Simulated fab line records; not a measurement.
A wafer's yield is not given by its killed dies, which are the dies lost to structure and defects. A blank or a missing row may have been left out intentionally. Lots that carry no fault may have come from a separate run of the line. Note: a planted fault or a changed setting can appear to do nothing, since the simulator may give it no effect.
Code-filled problem report in 8D (eight disciplines) form -- flow gf180mcu -- the parts of the form that need people (team, actions taken, sign-off) are left out

1. PROBLEM STATEMENT
Across 6 wafers from 2 lots, HV_LDD_4_TW at GF_HV_LDD_TW_MEAS_50 averages 647, while fault-free wafers read 569 with a standard deviation of 3.7. That is +21 standard deviations from the usual mean.
First seen on wafer L584.3, day 19 10:01, on film-metro-02. At this step, 39 wafers from 13 lots have a number in the record. Rule for "out" (also "out of limits"): further than 4 standard deviations from the usual mean. Any other wafer with a number is counted as sound.

2. WHAT IT IS AND WHAT IT IS NOT
question,is,is not
which readings at this step,HV_LDD_4_TW,-
which lots,"L584, L585","L565, L566, L569, L570, L572, L574, L575, L576, L577, L578, L579"
which wafers of those lots,all that have a number,-
read on which gauges,"film-metro-02, film-metro-04",film-metro-01
when,from day 19 10:01,up to then (33 sound wafers)

3. WHAT RULES OUT EACH SUSPECT
Counting: a tool at a process step up to the reading stays a suspect if it ran every lot that is out and no sound lot after the first of them.
- the gauge at GF_HV_LDD_TW_MEAS_50 has been ruled out. 2 gauges (film-metro-02, film-metro-04) read the wafers that are out.
- implanter-03 at GF_HV_LDD_IMPLANT_48: kept. It ran every lot that is out, first L584 (day 19 09:48), and no sound lot after that; its last sound lot up to then is L577 (day 17 13:11). On those wafers its own readings are out: dose-ions-cm2, faraday-current-uA.
The count leaves implanter-03 at GF_HV_LDD_IMPLANT_48.

4. THE CAUSE (what the simulator had put in)
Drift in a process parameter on implanter-03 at GF_HV_LDD_IMPLANT_48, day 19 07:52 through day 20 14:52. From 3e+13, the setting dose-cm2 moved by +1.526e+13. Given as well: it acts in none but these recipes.
After counting, this tool was the only one left.

5. THE CHAIN OF EFFECTS, in route order
One row per reading whose mean, taken over the struck wafers that have a number, lies over 3 standard deviations from the usual. Scope: only readings with a usual standard deviation given in the record; hours: median across lots of the time from each lot's start at the first step in this table that gives one to its start at this step; sigmas: change in usual standard deviations.
hours,step,reading,usual,on struck wafers,change,sigmas
0,GF_HV_LDD_IMPLANT_48,dose-ions-cm2,3e+13,5e+13,+2e+13,+99 or more
0,GF_HV_LDD_IMPLANT_48,faraday-current-uA,169,258,+88,+25
0,GF_HV_LDD_TW_MEAS_50,HV_LDD_4_TW,569,647,+78,+21
Here are the process steps it includes:
- GF_HV_LDD_IMPLANT_48
Later measuring or inspecting steps at which every struck wafer that the step has a row for has a number for every such reading, and none has moved that far: GF_HV_LDD_THK_MEAS_57.

6. WHAT WOULD HAVE CAUGHT IT SOONER
The first out-of-limits reading at a measuring or inspecting step in this record came at day 19 10:01, 2 hours after the fault's start at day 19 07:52.
At GF_HV_LDD_IMPLANT_48, the tool's own readings (dose-ions-cm2, faraday-current-uA) were out on each struck wafer the step has a row for, so an alarm limit on them would have fired on the first such wafer.
Of the lots that are out (2), L585 began GF_HV_LDD_IMPLANT_48 on implanter-03 after day 19 10:01. Had the tool been put on hold then, it would have been spared.
